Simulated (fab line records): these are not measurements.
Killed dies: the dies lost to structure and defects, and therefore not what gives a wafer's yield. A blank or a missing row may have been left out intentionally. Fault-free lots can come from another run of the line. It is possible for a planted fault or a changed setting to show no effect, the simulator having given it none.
8D (eight disciplines) problem report, filled in by code -- flow gf180mcu -- the parts of the form that need people (team, actions taken, sign-off) are left out

== 1. WHAT WENT WRONG ==
Wafers free of any fault read 567 (standard deviation 8.7) for HV_LDD_4_TW at GF_HV_LDD_TW_MEAS_50, against a mean of 693 on 6 wafers of 2 lots. That puts it +14 standard deviations away from the usual mean.
The first sign was on wafer L105.2 at day 18 16:13, on film_metro-01. At this step, 39 wafers from 13 lots have a number in the record. Rule for "out" (also "out of limits"): further than 4 standard deviations from the usual mean. All remaining wafers that have a number are taken as sound.

== 2. WHAT IT IS, WHAT IT ISN'T ==
question,is,is not
which readings at this step,HV_LDD_4_TW,-
which lots,"L105, L107","L100, L103, L988, L989, L990, L991, L992, L995, L996, L997, L999"
which wafers of those lots,all that have a number,-
read on which gauges,"film_metro-01, film_metro-03",film_metro-02
when,from day 18 16:13,up to then (33 sound wafers)

== 3. SUSPECTS, AND WHAT RULES EACH OUT ==
Counting: a tool at any process step up to the reading remains a suspect when it ran all the lots that are out and ran no sound lot after the first of those.
- the gauge at GF_HV_LDD_TW_MEAS_50: ruled out. 2 gauges (film_metro-01, film_metro-03) read the wafers that are out.
- implanter-02 at GF_HV_LDD_IMPLANT_48: kept. It processed each lot that is out, first L105 at day 18 15:59, and no sound lot thereafter; up to then, the last sound lot it processed was L103 at day 17 21:28. Out on those wafers are its own readings of dose_ions_cm2, faraday_current_uA.
Remaining after the count: implanter-02 at GF_HV_LDD_IMPLANT_48.

== 4. THE CAUSE (what the simulator had put in) ==
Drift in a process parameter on implanter-02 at GF_HV_LDD_IMPLANT_48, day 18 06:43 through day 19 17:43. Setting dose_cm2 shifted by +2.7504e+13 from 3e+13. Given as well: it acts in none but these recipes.
The count eliminated every tool but this one.

== 5. SEQUENCE OF EFFECTS, ordered by route ==
Each row: a reading whose mean over the struck wafers that have a number lies more than 3 standard deviations from the usual. Only readings whose record carries a usual standard deviation are examined. hours: median over the lots of the time between each lot's start at the first step of this table that gives one and its start at this step. sigmas: the change, counted in usual standard deviations.
hours,step,reading,usual,on struck wafers,change,sigmas
0,GF_HV_LDD_IMPLANT_48,dose_ions_cm2,3e+13,6e+13,+3e+13,+99 or more
0,GF_HV_LDD_IMPLANT_48,faraday_current_uA,169,319,+150,+44
0,GF_HV_LDD_TW_MEAS_50,HV_LDD_4_TW,567,693,+126,+14
The process steps in it:
- GF_HV_LDD_IMPLANT_48

== 6. WHAT WOULD HAVE CAUGHT IT SOONER ==
In this record the first reading out of limits at a measuring or inspecting step was taken at day 18 16:13, 10 hours after the fault began at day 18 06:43.
At GF_HV_LDD_IMPLANT_48, the tool's own readings (dose_ions_cm2, faraday_current_uA) were out on each struck wafer the step has a row for, so an alarm limit on them would have fired on the first such wafer.
Lots out: 2; of these, L107 started GF_HV_LDD_IMPLANT_48 on implanter-02 after day 18 16:13. Putting the tool on hold at that point would have spared it.
